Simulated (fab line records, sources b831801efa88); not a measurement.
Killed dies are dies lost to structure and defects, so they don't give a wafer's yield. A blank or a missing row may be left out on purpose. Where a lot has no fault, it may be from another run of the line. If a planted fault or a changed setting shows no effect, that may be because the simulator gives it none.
Problem report in the 8D (eight disciplines) form, filled by code :: flow sky130 :: the parts of the form that need people (team, actions taken, sign-off) are left out

## 1. THE ISSUE
Mean VT_ADJUST_HVTP_TW at SKY_VT_ADJUST_HVTP_TW_MEAS_11: 640 over 6 wafers in 2 lots; fault-free wafers: 1353, standard deviation 9.1. That puts it -78 standard deviations away from the usual mean.
Earliest sighting: wafer L217.2 on filmMetro-03 at day 8 10:15. At this step, 39 wafers from 13 lots have a number in the record. Rule for "out" (also "out of limits"): further than 4 standard deviations from the usual mean. The rest of the wafers with a number are treated as sound.

## 2. WHAT IT IS; WHAT IT IS NOT
question: which readings at this step
is: VT_ADJUST_HVTP_TW
is not: -

question: which lots
is: L217, L219
is not: L210, L212, L218, L223, L224, L225, L226, L227, L228, L230, L231

question: which wafers of those lots
is: all that have a number
is not: -

question: read on which gauges
is: filmMetro-02, filmMetro-03
is not: filmMetro-04

question: when
is: from day 8 10:15
is not: up to then (6 sound wafers); but 27 sound wafers of L218, L223, L224, L225, L226, L227, L228, L230, L231 came after

## 3. THE SUSPECTS, EACH WITH WHAT RULES IT OUT
Counting: a tool at a process step up to the reading stays a suspect if it ran every lot that is out and no sound lot after the first of them.
- the gauge at SKY_VT_ADJUST_HVTP_TW_MEAS_11 has been ruled out. 2 gauges (filmMetro-02, filmMetro-03) read the wafers that are out.
- implanter-02 at SKY_VT_ADJUST_HVTP_IMPLANT_09: kept. It ran every lot that is out, first L217 (day 8 10:01), and no sound lot after that; its last sound lot up to then is L212 (day 7 04:05). On those wafers its own readings are out: doseIonsCm2, faradayCurrentUA.
The count leaves implanter-02 at SKY_VT_ADJUST_HVTP_IMPLANT_09.

## 4. THE CAUSE (what the simulator had put in)
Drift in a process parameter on implanter-02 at SKY_VT_ADJUST_HVTP_IMPLANT_09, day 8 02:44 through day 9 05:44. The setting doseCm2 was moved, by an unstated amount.
After counting, this tool was the only one left.

## 5. SEQUENCE OF EFFECTS, ordered by route
Each row: a reading where the mean over the struck wafers with a number is more than 3 standard deviations away from the usual. Readings are gone through only where the record gives a usual standard deviation; hours: the median, over the lots, of the time from a lot's start at the first step in this table giving one to that lot's start at this step; sigmas: the change measured in usual standard deviations.
hours: 0
step: SKY_VT_ADJUST_HVTP_IMPLANT_09
reading: doseIonsCm2
usual: 4.299e+12
on struck wafers: 4.318e+11
change: -3.867e+12
sigmas: -99 or more

hours: 0
step: SKY_VT_ADJUST_HVTP_IMPLANT_09
reading: faradayCurrentUA
usual: 24.3
on struck wafers: 2.4
change: -21.9
sigmas: -47

hours: 0
step: SKY_VT_ADJUST_HVTP_TW_MEAS_11
reading: VT_ADJUST_HVTP_TW
usual: 1353
on struck wafers: 640
change: -713
sigmas: -78
Process steps it contains:
- SKY_VT_ADJUST_HVTP_IMPLANT_09
Later steps that measure or inspect, where all struck wafers having a row at the step show a number for every such reading and not one has moved that far: SKY_VT_ADJUST_LVTN_OVL_MEAS_07.

## 6. WHAT WOULD HAVE CAUGHT IT SOONER
In this record the first reading out of limits at a measuring or inspecting step was taken at day 8 10:15, 8 hours after the fault began at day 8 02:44.
At SKY_VT_ADJUST_HVTP_IMPLANT_09, the tool's own readings (doseIonsCm2, faradayCurrentUA) were out on each struck wafer the step has a row for, so an alarm limit on them would have fired on the first such wafer.
Of the lots that are out (2), L219 began SKY_VT_ADJUST_HVTP_IMPLANT_09 on implanter-02 after day 8 10:15. Holding the tool at that time would have saved it.
